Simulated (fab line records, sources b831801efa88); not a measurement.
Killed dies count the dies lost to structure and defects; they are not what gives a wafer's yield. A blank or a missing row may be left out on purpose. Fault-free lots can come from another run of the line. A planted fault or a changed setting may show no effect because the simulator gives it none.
Commonality check across tools || flow gf180mcu || 11 lots, 33 wafers sampled

THE REASON FOR OPENING IT
2 of 11 lots carry a flag on the reading POLY_GATE_CVD_00_THK at GF_POLY_GATE_THK_MEAS_01. Wafers without a fault read 199.4 nm, standard deviation 2.2.
Rule: a lot is flagged when every wafer of it that has a number lies more than 4 standard deviations from that mean, or none has a number. The rest of the lots are taken to be sound.

{"lot": "L122", "measured": "day 8 16:37", "on": "film-metro-02", "POLY_GATE_CVD_00_THK (nm), wafer by wafer": "200.8 199.6 200.0", "flag": ""}
{"lot": "L123", "measured": "day 9 03:07", "on": "film-metro-04", "POLY_GATE_CVD_00_THK (nm), wafer by wafer": "195.7 195.8 197.5", "flag": ""}
{"lot": "L132", "measured": "day 11 17:05", "on": "film-metro-02", "POLY_GATE_CVD_00_THK (nm), wafer by wafer": "200.9 200.1 199.8", "flag": ""}
{"lot": "L133", "measured": "day 11 22:17", "on": "film-metro-02", "POLY_GATE_CVD_00_THK (nm), wafer by wafer": "170.3 171.4 171.0", "flag": "FLAGGED"}
{"lot": "L134", "measured": "day 12 08:49", "on": "film-metro-01", "POLY_GATE_CVD_00_THK (nm), wafer by wafer": "172.0 170.2 173.5", "flag": "FLAGGED"}
{"lot": "L136", "measured": "day 12 19:58", "on": "film-metro-02", "POLY_GATE_CVD_00_THK (nm), wafer by wafer": "200.0 199.0 197.4", "flag": ""}
{"lot": "L137", "measured": "day 13 04:08", "on": "film-metro-04", "POLY_GATE_CVD_00_THK (nm), wafer by wafer": "198.0 197.2 198.3", "flag": ""}
{"lot": "L138", "measured": "day 13 08:44", "on": "film-metro-04", "POLY_GATE_CVD_00_THK (nm), wafer by wafer": "196.6 196.7 197.8", "flag": ""}
{"lot": "L139", "measured": "day 13 14:22", "on": "film-metro-04", "POLY_GATE_CVD_00_THK (nm), wafer by wafer": "199.8 197.9 199.8", "flag": ""}
{"lot": "L140", "measured": "day 13 23:59", "on": "film-metro-01", "POLY_GATE_CVD_00_THK (nm), wafer by wafer": "197.9 198.6 199.0", "flag": ""}
{"lot": "L144", "measured": "day 15 04:10", "on": "film-metro-04", "POLY_GATE_CVD_00_THK (nm), wafer by wafer": "195.1 196.0 198.1", "flag": ""}
The mean of the flagged lots' numbers is 171.4 nm, -28.0 nm from the usual (-13 standard deviations).

LOT BY LOT: THE TOOL USED
The record keeps 1 process step preceding the reading, out of 602 steps on the route. In each cell: the tool, then ch and the chambers that the sampled wafers went through, then the start.
{"lot": "L122", "flag": "", "GF_POLY_GATE_CVD_00": "lpcvd-01 ch 1, day 8 15:17"}
{"lot": "L123", "flag": "", "GF_POLY_GATE_CVD_00": "lpcvd-02 ch 0, day 9 01:07"}
{"lot": "L132", "flag": "", "GF_POLY_GATE_CVD_00": "lpcvd-01 ch 0, day 11 15:44"}
{"lot": "L133", "flag": "FLAGGED", "GF_POLY_GATE_CVD_00": "lpcvd-01 ch 0, day 11 20:55"}
{"lot": "L134", "flag": "FLAGGED", "GF_POLY_GATE_CVD_00": "lpcvd-01 ch 0, day 12 07:28"}
{"lot": "L136", "flag": "", "GF_POLY_GATE_CVD_00": "lpcvd-02 ch 1, day 12 18:38"}
{"lot": "L137", "flag": "", "GF_POLY_GATE_CVD_00": "lpcvd-02 ch 1, day 13 02:49"}
{"lot": "L138", "flag": "", "GF_POLY_GATE_CVD_00": "lpcvd-01 ch 1, day 13 07:24"}
{"lot": "L139", "flag": "", "GF_POLY_GATE_CVD_00": "lpcvd-02 ch 0, day 13 13:02"}
{"lot": "L140", "flag": "", "GF_POLY_GATE_CVD_00": "lpcvd-02 ch 1, day 13 22:38"}
{"lot": "L144", "flag": "", "GF_POLY_GATE_CVD_00": "lpcvd-01 ch 1, day 15 02:49"}
These steps, and what they do:
- GF_POLY_GATE_CVD_00: deposits poly-Si, target thk 200 nm, time 1200 s.
- GF_POLY_GATE_THK_MEAS_01

FLAGGED OVER TOTAL, TOOL BY TOOL (the gauges that took the reading come last)
{"step": "GF_POLY_GATE_CVD_00", "tool": "lpcvd-01", "lots run": 6, "flagged": 2, "share of the flagged lots": "all", "sound lots run after its first flagged lot": "2 (L138,L144)"}
{"step": "GF_POLY_GATE_CVD_00", "tool": "lpcvd-02", "lots run": 5, "flagged": 0, "share of the flagged lots": "none", "sound lots run after its first flagged lot": "-"}
{"step": "GF_POLY_GATE_THK_MEAS_01", "tool": "film-metro-01", "lots run": 2, "flagged": 1, "share of the flagged lots": "some", "sound lots run after its first flagged lot": "1 (L140)"}
{"step": "GF_POLY_GATE_THK_MEAS_01", "tool": "film-metro-02", "lots run": 4, "flagged": 1, "share of the flagged lots": "some", "sound lots run after its first flagged lot": "1 (L136)"}
{"step": "GF_POLY_GATE_THK_MEAS_01", "tool": "film-metro-04", "lots run": 5, "flagged": 0, "share of the flagged lots": "none", "sound lots run after its first flagged lot": "-"}

THE TABLE: WHAT IT ALLOWS
Rows of the table that ran each flagged lot: 1, that is lpcvd-01 at GF_POLY_GATE_CVD_00.
- lpcvd-01 at GF_POLY_GATE_CVD_00 ran 6 lots, 2 of them flagged. Lots that were sound ran on it after the first flagged one (L138, L144); a persistent fault on the entire tool would not allow that.
None of the table's rows ran every flagged lot and, after the first, no sound lot.

WHAT THE SIMULATOR HAD INSERTED
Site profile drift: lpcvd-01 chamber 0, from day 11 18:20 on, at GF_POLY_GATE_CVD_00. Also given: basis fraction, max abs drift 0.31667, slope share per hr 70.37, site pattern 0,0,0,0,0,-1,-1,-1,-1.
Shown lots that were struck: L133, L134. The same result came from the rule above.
